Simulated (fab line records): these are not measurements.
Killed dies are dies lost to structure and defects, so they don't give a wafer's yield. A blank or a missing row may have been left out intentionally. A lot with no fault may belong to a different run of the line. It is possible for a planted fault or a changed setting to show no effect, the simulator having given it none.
2 desks, one fault / flow sky130 / each desk holds nothing but its own numbers, with what lay behind them at the end

METROLOGY DESK
What the gauges read for every lot (on any tool): the sampled wafers with a number, averaged. Any lot whose mean is over 4 standard deviations away from the usual mean is out of limits and marked OUT; that distance is given in the brackets.
Columns: A = NWELL_RS at SKY_NWELL_RS_MEAS_29, usual 624.6 ohm/sq; B = VT_ADJUST_HVTP_TW at SKY_VT_ADJUST_HVTP_TW_MEAS_11, usual 1351; C = VT_ADJUST_LVTN_01_OVL at SKY_VT_ADJUST_LVTN_OVL_MEAS_18, usual -0.8 nm
lot=L379; first seen here=day 5 12:52; A=624.4; B=1356; C=-0.1
lot=L380; first seen here=day 5 13:40; A=625.9; B=1331; C=0.4
lot=L382; first seen here=day 6 01:46; A=622.9; B=1195 (-11) OUT; C=0.5
lot=L384; first seen here=day 6 11:05; A=622.1; B=1334; C=1.1
lot=L385; first seen here=day 6 19:04; A=626.5; B=1190 (-12) OUT; C=0.3
lot=L394; first seen here=day 9 06:43; A=629.0; B=1357; C=-2.4
lot=L395; first seen here=day 9 12:40; A=626.0; B=1373; C=-1.9
lot=L396; first seen here=day 9 16:59; A=621.6; B=1351; C=-1.2
lot=L397; first seen here=day 9 23:23; A=624.1; B=1333; C=-2.1
lot=L400; first seen here=day 10 22:08; A=623.4; B=1342; C=-0.5
lot=L401; first seen here=day 11 01:48; A=623.9; B=1377; C=-0.7
lot=L402; first seen here=day 11 03:24; A=622.4; B=1353; C=-3.7
Finding of this desk: L382, L385 out of limits, first seen on L382 at day 6 21:38 (VT_ADJUST_HVTP_TW at SKY_VT_ADJUST_HVTP_TW_MEAS_11). L379, L380, L384, L394, L395, L396, L397, L400, L401, L402: within limits.

FOR THE TOOL OWNER'S DESK: implanter-01
The tool's own readings at SKY_VT_ADJUST_HVTP_IMPLANT_09, given as means over the sampled wafers that have a number, one for each lot that went through this tool. Any lot whose mean is over 4 standard deviations away from the usual mean is out of limits and marked OUT; that distance is given in the brackets.
Columns: A = beam on s at SKY_VT_ADJUST_HVTP_IMPLANT_09, usual 9.99 s; B = faraday current uA at SKY_VT_ADJUST_HVTP_IMPLANT_09, usual 24.3
lot=L379; first seen here=day 6 07:59; A=9.99; B=24.3
lot=L380; first seen here=day 6 09:11; A=10.05; B=24.1
lot=L382; first seen here=day 6 21:23; A=10.30; B=23.5
lot=L385; first seen here=day 7 15:20; A=9.88; B=24.5
lot=L397; first seen here=day 10 21:54; A=10.16; B=23.9
lot=L401; first seen here=day 12 01:27; A=10.05; B=24.1
This desk's verdict: no lot among the 6 shows anything out of limits.

ALL TOGETHER
Metrology desk: alarm possible at day 6 21:38 on L382, L385.
Nothing out of limits was seen by the tool owner's desk.
On record at the tool owner's desk: L382, L385, within its limits.
Of the lots named, all ran SKY_VT_ADJUST_HVTP_IMPLANT_09 on implanter-01.

WHAT THE SIMULATOR HAD INSERTED
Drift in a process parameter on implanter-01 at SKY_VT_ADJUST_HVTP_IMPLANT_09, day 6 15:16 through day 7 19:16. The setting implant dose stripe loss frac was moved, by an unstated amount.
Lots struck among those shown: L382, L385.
Hours from the fault's start to each desk's first reading out of limits: the metrology desk, 6.
